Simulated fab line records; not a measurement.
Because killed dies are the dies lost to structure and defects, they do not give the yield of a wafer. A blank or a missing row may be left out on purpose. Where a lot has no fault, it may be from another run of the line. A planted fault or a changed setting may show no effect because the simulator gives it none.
Comparing a struck lot with a sound one :: flow sky130 :: 14 steps out of a route of 708
Sound: the wafers L205.1, L205.2, L205.4. Wafers struck: L196.1, L196.5, L196.6. The cause is given at the end.
At each step with rows: each side's tool, then ch and its chambers, then its first start. Under that, the readings that differ: sound wafers :: struck wafers :: difference of the means :: sigmas: that difference in standard deviations of wafers without a fault.
alike: a reading whose means differ by less than 2 such deviations, as well as words and numbers matching on both sides. not compared: withheld readings; readings where some wafer has no value; bounds like >300 that might hide an equal value; numbers whose values overlap and for which the record gives no deviation.
The two part at a step that has a row with sigmas, a row that says differs or no value, or rows on one side only. Numbers that have no deviation but don't overlap get no sigmas and don't part them. A reading missing from all wafers of one side parts the sides only when that side holds two or more wafers.

first, 8 steps without rows for these wafers: SKY_METAL3_DEHYDRATE_05 (time 60 s); SKY_METAL3_HMDS_06 (prime time 60 s); SKY_METAL3_COAT_07 (resist thk 60 nm); SKY_METAL3_COAT_08 (resist thk 1140 nm); SKY_METAL3_SOFTBAKE_09 (time 90 s); SKY_METAL3_EXPOSE_10 (exposes mask MM3, target cd 300 nm); SKY_METAL3_PEB_11; SKY_METAL3_DEVELOP_12 (develop time 57.68 s).
SKY_METAL3_CD_MEAS_13: target cd 300 nm.
  struck on cdSem-02, day 40 03:23; sound on cdSem-02, day 42 20:26
  alike: cdNm
SKY_METAL3_OVL_MEAS_14:
  struck on overlay-01, day 40 03:30; sound on overlay-02, day 42 20:34
  alike: METAL3_OVL
SKY_METAL3_DESCUM_15: chemistry O2, time 8 s.
  sound on rieMetal-02 ch 0,1, day 42 20:35; struck on rieMetal-02 ch 0,1, day 40 03:32
  alike: chamberPressureMTorr, drypumpMotorCurrentA, oesProductAu
  not compared: rfHoursCounterH
SKY_METAL3_ETCH_16: etches BARC in N2/H2, stops on SiO2, time 88.2 s, target depth 60 nm.
  sound on rieMetal-02 ch 0,1, day 42 20:37; struck on rieMetal-02 ch 0,1, day 40 03:34
  alike: biasW, chamberPressureMTorr, drypumpMotorCurrentA, oesProductAu, throttleValvePct
  not compared: rfHoursCounterH
SKY_METAL3_ETCH_17: etches SiO2 in C4F8/O2/Ar, stops on TiN, time 3.9 s, target depth 15 nm.
  sound on rieDiel-02 ch 0,2,3, day 42 20:43; struck on rieDiel-02 ch 0,2, day 40 03:40
  no value came back on the struck wafers for biasW (W), chamberPressureMTorr (mTorr), oesProductAu (a.u.), rfHoursCounterH (h); on the sound wafers biasW (W) reads 1201 1199 1199
SKY_METAL3_METAL_ETCH_18: etches the open film in Cl2/BCl3, stops on SiO2, target depth 845 nm, time 183.1 s.
  sound on rieMetal-04 ch 1, day 42 20:44; struck on rieMetal-03 ch 0,1, day 40 03:41
  alike: bcl3FlowSccm, biasW, chamberPressureMTorr, drypumpMotorCurrentA, oesProductAu, throttleValvePct
  not compared: rfHoursCounterH

## WHERE THEY PART
Only at SKY_METAL3_ETCH_17, as far as this record shows. Later steps at which nothing parts them and some readings are alike: SKY_METAL3_METAL_ETCH_18.

WHY: the cause the simulator had injected
Whole step skipped at SKY_METAL3_ETCH_17 on rieDiel-02, starting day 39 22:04. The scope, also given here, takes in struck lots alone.
